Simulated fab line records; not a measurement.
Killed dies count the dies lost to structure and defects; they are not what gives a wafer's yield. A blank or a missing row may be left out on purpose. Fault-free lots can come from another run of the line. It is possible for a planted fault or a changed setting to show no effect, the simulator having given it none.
Which tool was responsible? -- flow sky130 -- 12 lots, 36 wafers sampled, at 5 steps of a route of 708

== WHAT THE GAUGES READ, wafer by wafer ==
SKY_CAP2M_THK_MEAS_01.
lot,measured,on,CAP2M_CVD_00_THK (nm)
L722,day 40 06:17,film metro-03,15.16 15.47 15.33
L723,day 40 08:52,film metro-04,15.03 15.55 15.54
L724,day 41 06:58,film metro-04,15.22 15.27 15.33
L726,day 41 09:28,film metro-04,15.48 15.73 15.38
L727,day 41 10:46,film metro-04,15.29 15.23 15.25
L730,day 42 07:55,film metro-04,15.32 15.29 15.23
L733,day 43 04:49,film metro-03,15.13 15.21 15.55
L737,day 44 03:08,film metro-03,15.23 15.27 15.47
L739,day 44 13:38,film metro-03,15.76 15.75 15.53
L742,day 45 06:40,film metro-04,12.73 12.92 13.02
L744,day 46 00:02,film metro-03,12.82 13.03 13.33
L745,day 46 03:55,film metro-03,15.11 15.63 15.38

SKY_CAP2M_RS_MEAS_03: uses a four-point probe to measure.
lot,measured,on,CAP2M_TIN_RS (ohm/sq)
L722,day 40 06:27,film metro-02,6.85 6.97 6.95
L723,day 40 09:03,film metro-03,6.98 7.10 6.94
L724,day 41 07:08,film metro-02,6.87 6.98 6.93
L726,day 41 09:39,film metro-03,6.99 7.04 6.92
L727,day 41 10:55,film metro-02,6.87 6.89 6.90
L730,day 42 08:05,film metro-04,6.85 6.90 6.89
L733,day 43 05:00,film metro-04,6.94 6.94 6.96
L737,day 44 03:18,film metro-02,6.89 6.85 6.85
L739,day 44 13:49,film metro-04,7.00 6.98 7.01
L742,day 45 06:51,film metro-02,7.05 7.10 7.12
L744,day 46 00:13,film metro-02,6.92 6.89 6.89
L745,day 46 04:06,film metro-03,6.98 6.99 6.99

SKY_METAL4_CD_MEAS_13: the cd target is 300 nm.
lot,measured,on,cd nm (nm)
L722,day 42 06:23,cd sem-02,298.2 298.3 299.8
L723,day 42 09:21,cd sem-02,301.1 302.1 299.3
L724,day 43 06:09,cd sem-01,298.7 299.7 299.8
L726,day 43 07:55,cd sem-02,301.8 301.3 300.9
L727,day 43 09:26,cd sem-02,299.8 298.4 297.7
L730,day 44 05:41,cd sem-01,298.7 298.8 299.4
L733,day 45 02:12,cd sem-01,298.9 299.3 297.3
L737,day 45 23:32,cd sem-02,300.8 301.4 302.2
L739,day 46 08:23,cd sem-02,298.6 298.8 298.8
L742,day 47 01:12,cd sem-01,299.3 298.8 298.0
L744,day 47 17:07,cd sem-02,299.7 300.3 298.8
L745,day 47 21:14,cd sem-01,299.4 300.7 300.5

== WHICH TOOL RAN EACH LOT (tool, then ch and the chambers of the sampled wafers, then the start) ==
lot,SKY_METAL3_SPUTTER_04,SKY_CAP2M_CVD_00
L722,"pvd sputter-02, day 36 22:24","pecvd-02 ch 0,1,2, day 40 06:16"
L723,"pvd sputter-03, day 37 00:39","pecvd-03 ch 0,1, day 40 08:50"
L724,"pvd sputter-02, day 37 23:37","pecvd-02 ch 0,2, day 41 06:56"
L726,"pvd sputter-03, day 38 03:38","pecvd-01 ch 0,1,2, day 41 09:26"
L727,"pvd sputter-03, day 38 04:19","pecvd-02 ch 0,1, day 41 10:44"
L730,"pvd sputter-02, day 39 03:05","pecvd-02 ch 0,1,2, day 42 07:54"
L733,"pvd sputter-01, day 40 01:10","pecvd-01 ch 1,2, day 43 04:47"
L737,"pvd sputter-02, day 41 02:03","pecvd-03 ch 0,1, day 44 03:06"
L739,"pvd sputter-01, day 41 12:19","pecvd-01 ch 0,2, day 44 13:35"
L742,"pvd sputter-02, day 42 07:15","pecvd-03 ch 2, day 45 06:38"
L744,"pvd sputter-03, day 43 02:31","pecvd-03 ch 0,2, day 46 00:00"
L745,"pvd sputter-01, day 43 06:43","pecvd-02 ch 1,2, day 46 03:52"
- SKY_METAL3_SPUTTER_04: material TiN, target thk 70 nm, time 58.3 s.
- SKY_CAP2M_CVD_00: deposits SiO2, target thk 15.5 nm.

== WHAT THE TOOLS THEMSELVES READ (means of the sampled wafers that have a number; where no wafer has one, the mark that the record gives instead) ==
SKY_METAL3_SPUTTER_04.
lot,tool,throttle valve pct (%)
L722,pvd sputter-02,30.5
L723,pvd sputter-03,30.2
L724,pvd sputter-02,30.2
L726,pvd sputter-03,29.9
L727,pvd sputter-03,30.7
L730,pvd sputter-02,30.0
L733,pvd sputter-01,29.6
L737,pvd sputter-02,30.8
L739,pvd sputter-01,29.8
L742,pvd sputter-02,30.0
L744,pvd sputter-03,29.6
L745,pvd sputter-01,28.8

SKY_CAP2M_CVD_00.
lot,tool,heater power w (W)
L722,pecvd-02,763
L723,pecvd-03,671
L724,pecvd-02,737
L726,pecvd-01,767
L727,pecvd-02,704
L730,pecvd-02,767
L733,pecvd-01,750
L737,pecvd-03,666
L739,pecvd-01,818
L742,pecvd-03,732
L744,pecvd-03,607
L745,pecvd-02,770

== THE ANSWER, worked out from the rows above alone ==
Rule: usual is defined by the lots themselves. The widest of any qualifying gaps counts: lots, ordered by their means at a reading, are off when they make up no more than a third of the lots, leave a main group of 4 or more, and stand apart from it by 3 or more times the standard deviation of that group's means. A main group is skipped when, at the precision printed for the reading in the tables above, its means are all equal. Also off: a lot with no number at a reading for which 4 or more lots have one. All remaining lots with rows at the step are treated as sound. Order of review: gauges by route order, followed by the tools' own readings, for which a lot's mean as printed above is used. The first step at which some lot is off is used, and at that step the reading that is off furthest; a lot without a number counts as furthest.
Off: L742, L744, seen at SKY_CAP2M_THK_MEAS_01 (CAP2M_CVD_00_THK). The main group: mean 15.37 nm, standard deviation 0.13.
A tool fits if, at a process step before that reading, it ran every lot that is off, and no sound lot after the first of them. Gauges at SKY_CAP2M_THK_MEAS_01: tried the same way as those tools. One fits: SKY_CAP2M_CVD_00 on pecvd-03. A fault onset in the window from L737 (day 44 03:06, its last sound lot) to L742 (day 45 06:38, its first lot off) fits.

== WHAT THE SIMULATOR HAD INSERTED ==
Site profile drift: pecvd-03, from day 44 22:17 on, at SKY_CAP2M_CVD_00. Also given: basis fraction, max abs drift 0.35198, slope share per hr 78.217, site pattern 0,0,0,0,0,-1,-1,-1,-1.
Shown lots that were struck: L742, L744. The same result came from the rule above.
